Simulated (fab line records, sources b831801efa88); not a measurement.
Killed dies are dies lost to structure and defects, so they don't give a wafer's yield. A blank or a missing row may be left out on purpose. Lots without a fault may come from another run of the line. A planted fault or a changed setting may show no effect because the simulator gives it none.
fab line records | flow sky130
record lots=5 wafers=15 last_day=50
route steps=708 shown GATE_OXIDE@192 POLY_GATE@204
lots that met no fault: from a run of the same line without faults
start_h: hours from the record's first day to the start of the lot's first wafer shown | wait_h: hours since the lot's step before | " the same as in the row above | L1.1+2: a row that stands for several wafers | - no value, or no start given | * or withheld: withheld | < > ~ a bound
route shown NAME@n: a module of which the file shows steps, and the number in the route of the first | usual: mean/standard deviation of fault-free wafers | same: alike in all rows | chamber/n: place in a boat | sites: the reading at each site | _std_site: their standard deviation | _edge_site: outer sites' mean less inner sites' | radius_mm: how far each site lies from the wafer's centre | mask NAME#n: copy n | behind: the tool/chamber that last shaped the wafer | hold: why the lot was held/for how many hours/how that ended | device: the transistor (n, p or np) that didn't switch | end of line: the same wafers' tests at the end of the route | a step without rows: its recipe alone | killed: dies lost to structure and defects at the first sort, not the wafer's yield | map: a wafer's dies, x killed, . not, _ none there
set.NAME: the setting as run; set.NAME@STEP: as run at that earlier step | model.NAME: the simulator's own value behind a step, which no gauge read
lots at some steps of the route; a table a step, a row a wafer
services: from which hour (start_h, from the record's first day; less than 0 if before it) a tool's chamber was out of use, for how many hours, and why
## steps
# step SKY_GATE_OXIDE_COAT_05
# recipe resist=NOVOLAK spin_rpm=3000 resist_thk_nm=1140
# step SKY_GATE_OXIDE_SOFTBAKE_06
# recipe temp_c=90 time_s=60 resist=NOVOLAK
# step SKY_GATE_OXIDE_EXPOSE_07
# recipe mask_id=LVOM na=0.6 source_shape=conventional sigma_outer=0.6 polarization=unpolarized target_cd_nm=600 dose_mj=170
# step SKY_GATE_OXIDE_PEB_08
# recipe temp_c=withheld time_s=* resist=NOVOLAK
# step SKY_GATE_OXIDE_DEVELOP_09
# recipe resist=NOVOLAK developer=TMAH develop_time_s=60 dev_temp_c=23
# step SKY_GATE_OXIDE_OVL_MEAS_10
# usual GATE_OXIDE_OVL=0.0/1.5
# columns lot.wafer tool chamber start_h wait_h GATE_OXIDE_OVL[nm]
L620.2 overlay-01 - 321.07 0.1 2.9
L620.4 " - " " 0.6
L620.6 " - " " 0.2
L622.2 overlay-02 - 336.32 0.1 -1.0
L622.3 " - " " -1.3
L622.6 " - " " -0.1
L626.2 overlay-02 - 378.17 0.1 -2.2
L626.4 " - " " -0.2
L626.5 " - " " 0.3
L637.3 overlay-01 - 472.53 0.1 -0.9
L637.4 " - " " -2.1
L637.6 " - " " 0.7
L640.1 overlay-02 - 497.93 0.1 -0.8
L640.4 " - " " -1.1
L640.6 " - " " -0.6
# step SKY_GATE_OXIDE_IMPLANT_11
# recipe species=B energy_kev=10 dose_cm2=2.551e+12 tilt_deg=withheld
# step SKY_GATE_OXIDE_WET_ETCH_12
# recipe chemistry=dHF target_depth_nm=16.8 dry=n2_spin target=SiO2 dilution=100:1 temp_c=25 time_s=336
# step SKY_GATE_OXIDE_STRIP_13
# recipe chemistry=O2/N2 power_w=1400 pressure_mtorr=1500 platen_temp_c=withheld o2_flow_sccm=3000 n2_flow_sccm=300 overash_fraction=0.5
# usual chamber_pressure_mTorr=1500.1/1.3 drypump_motor_current_A=5.9/0.61 oes_product_au=0.715/0.0044 strip_time_to_endpoint_s=14.20/0.042
# same overash_fraction=0.5
# columns lot.wafer tool chamber start_h wait_h chamber_pressure_mTorr drypump_motor_current_A oes_product_au rf_hours_counter_h strip_time_to_endpoint_s
L620.2 plasma_asher-03 0 321.35 0.0 1498.5 5.1 0.716 64 14.14
L620.4 " 1 " " 1498.0 5.5 0.716 - 14.18
L620.6 " 1 " " 1499.2 5.5 0.716 - 14.17
L622.2 plasma_asher-02 1 336.60 0.0 1503.5 6.7 0.721 64 14.16
L622.3 " 0 " " 1500.1 5.5 0.715 - 14.18
L622.6 " 1 " " 1497.8 6.7 0.715 - 14.12
L626.2 plasma_asher-04 0 378.75 0.0 1499.1 6.7 0.718 24 14.21
L626.4 " 0 " " 1499.2 6.7 0.720 - 14.22
L626.5 " 1 " " 1498.5 6.1 0.721 - 14.19
L637.3 plasma_asher-04 1 472.94 0.0 1500.9 6.1 0.713 - 14.25
L637.4 " 0 " " 1501.6 6.7 0.716 - 14.22
L637.6 " 1 " " 1501.7 6.1 0.710 - 14.27
L640.1 plasma_asher-03 0 498.21 0.0 1499.4 5.0 0.712 6 14.24
L640.4 " 0 " " 1500.6 5.1 0.709 - 14.20
L640.6 " 1 " " 1501.1 5.5 0.714 - 14.21
# step SKY_GATE_OXIDE_TW_MEAS_14
# usual GATE_OXIDE_TW=219.9/1.8
# columns lot.wafer tool chamber start_h wait_h GATE_OXIDE_TW
L620.2 film_metro-02 - 321.46 0.1 220.3
L620.4 " - " " 220.5
L620.6 " - " " 221.0
L622.2 film_metro-02 - 336.71 0.1 220.7
L622.3 " - " " 219.1
L622.6 " - " " 220.6
L626.2 film_metro-03 - 378.86 0.1 218.5
L626.4 " - " " 217.4
L626.5 " - " " 217.7
L637.3 film_metro-04 - 473.03 0.1 221.9
L637.4 " - " " 220.8
L637.6 " - " " 222.0
L640.1 film_metro-02 - 498.31 0.1 220.5
L640.4 " - " " 219.8
L640.6 " - " " 221.0
# step SKY_GATE_OXIDE_CLEAN_15
# recipe chemistry=SC1/SC2 mix=1:4:20 temp_c=70 time_s=150 dry=n2_spin
# step SKY_GATE_OXIDE_OXIDATION_16
# recipe temp_c=800 ambient=O2 idle_temp_c=700 ramp_up_c_per_min=10 ramp_down_c_per_min=3 stabilise_s=600 purge_s=300 target_thk_a=35.7 ox_time_s=1915
# step SKY_POLY_GATE_CVD_00
# recipe material=poly-Si target_thk_nm=180 temp_c=620 time_s=720 pressure_mtorr=200
# usual spike_tc_bottom_C=642/4 spike_tc_centre_C=621.4/1.1 spike_tc_lower_C=620.1/1.2 spike_tc_top_C=642.8/2 spike_tc_upper_C=618.9/1.3 susceptor_temp_C=619.99/0.28
# columns lot.wafer tool chamber start_h wait_h spike_tc_bottom_C spike_tc_centre_C spike_tc_lower_C spike_tc_top_C spike_tc_upper_C susceptor_temp_C model.poly-Si_of_POLY_GATE_CVD_00.thk_nm
L620.2 lpcvd-01 1 323.30 0.0 644 620.9 619.5 647.3 618.6 620.21 180.9
L620.4 " 1 " " 645 621.6 618.0 644.9 618.2 620.02 180.9
L620.6 " 1 " " 644 621.2 618.4 642.9 618.1 620.33 180.4
L622.2 lpcvd-01 1 338.83 0.0 644 621.3 619.9 645.8 616.6 620.28 179.2
L622.3 " 1 " " 645 620.9 619.1 643.3 617.8 620.02 179.1
L622.6 " 1 " " 645 622.3 618.9 642.4 617.2 620.11 177.6
L626.2 lpcvd-01 0 380.61 0.0 615 597.6 598.1 617.8 597.8 596.34 100.4
L626.4 " 0 " " 613 595.6 596.8 617.7 596.4 596.32 103.2
L626.5 " 0 " " 614 598.2 597.6 619.0 595.0 596.80 102.3
L637.3 lpcvd-01 0 474.65 0.0 639 620.8 621.5 642.7 620.2 620.18 179.2
L637.4 " 0 " " 636 622.1 622.1 641.8 620.6 619.47 178.7
L637.6 " 0 " " 638 620.1 621.0 641.0 620.1 620.07 179.6
L640.1 lpcvd-01 1 499.96 0.0 644 622.2 620.6 644.9 615.6 620.11 181.6
L640.4 " 1 " " 645 623.1 620.7 645.5 619.0 620.19 179.6
L640.6 " 1 " " 646 621.2 621.3 644.1 619.1 619.83 179.6
# step SKY_POLY_GATE_THK_MEAS_01
# recipe reads=poly-Si_of_POLY_GATE_CVD_00
# usual POLY_GATE_CVD_00_THK=179.7/1.5
# columns lot.wafer tool chamber start_h wait_h hold POLY_GATE_CVD_00_THK[nm]
L620.2 film_metro-01 - 324.51 0.0 - 180.9
L620.4 " - " " - 180.9
L620.6 " - " " - 180.6
L622.2 film_metro-02 - 340.04 0.0 - 179.2
L622.3 " - " " - 179.1
L622.6 " - " " - 177.9
L626.2 film_metro-02 - 381.82 0.0 await_dispo/0.2h/release 100.4
L626.4 " - " " await_dispo/0.2h/release 103.2
L626.5 " - " " await_dispo/0.2h/release 102.3
L626.2 film_metro-02 - 382.05 0.2 - 100.4
L626.4 " - " " - 103.2
L626.5 " - " " - 102.3
L637.3 film_metro-02 - 475.87 0.0 - 179.2
L637.4 " - " " - 178.8
L637.6 " - " " - 179.6
L640.1 film_metro-03 - 501.16 0.0 - 181.6
L640.4 " - " " - 179.6
L640.6 " - " " - 179.6
## services
# columns tool chamber start_h hours kind
plasma_asher-04 - 306.27 1.4 repair
plasma_asher-03 - 334.06 2.8 pm
plasma_asher-02 - 372.87 12.5 repair
lpcvd-01 - 395.68 2.5 repair
plasma_asher-04 - 406.08 2.8 pm
lpcvd-01 - 417.62 1.8 repair
plasma_asher-02 - 419.46 2.7 repair
plasma_asher-03 - 421.25 9.0 pm
plasma_asher-03 0 421.25 9.0 vent_cycle
plasma_asher-03 1 421.25 9.0 vent_cycle
plasma_asher-03 0 430.25 - clean
plasma_asher-03 1 430.25 - clean
plasma_asher-04 - 430.45 1.0 repair
## key
first_sign step=SKY_POLY_GATE_CVD_00 reading=susceptor_temp_C direction=down sigmas=83 usual=* struck=*
effect step=SKY_POLY_GATE_CVD_00 reading=spike_tc_centre_C direction=down sigmas=23 usual=621.4 struck=597.2
effect step=SKY_POLY_GATE_THK_MEAS_01 reading=visit direction=added
effect step=SKY_POLY_GATE_THK_MEAS_01 reading=POLY_GATE_CVD_00_THK direction=down sigmas=52 usual=179.7 struck=102.0
model_effect step=SKY_POLY_GATE_CVD_00 value=poly-Si_of_POLY_GATE_CVD_00.thk_nm without=180.2 struck=102
met_at SKY_POLY_GATE_CVD_00
struck_wafers L626.2,L626.4,L626.5
scrapped_behind SKY_POLY_GATE_THK_MEAS_01 L626.2,L626.4,L626.5
fault kind=process_parameter_drift tool=lpcvd-01 chamber=0 onset_h=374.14 steps=SKY_POLY_GATE_CVD_00 channel=temp_c offset=* shape=step end_h=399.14 stated=*
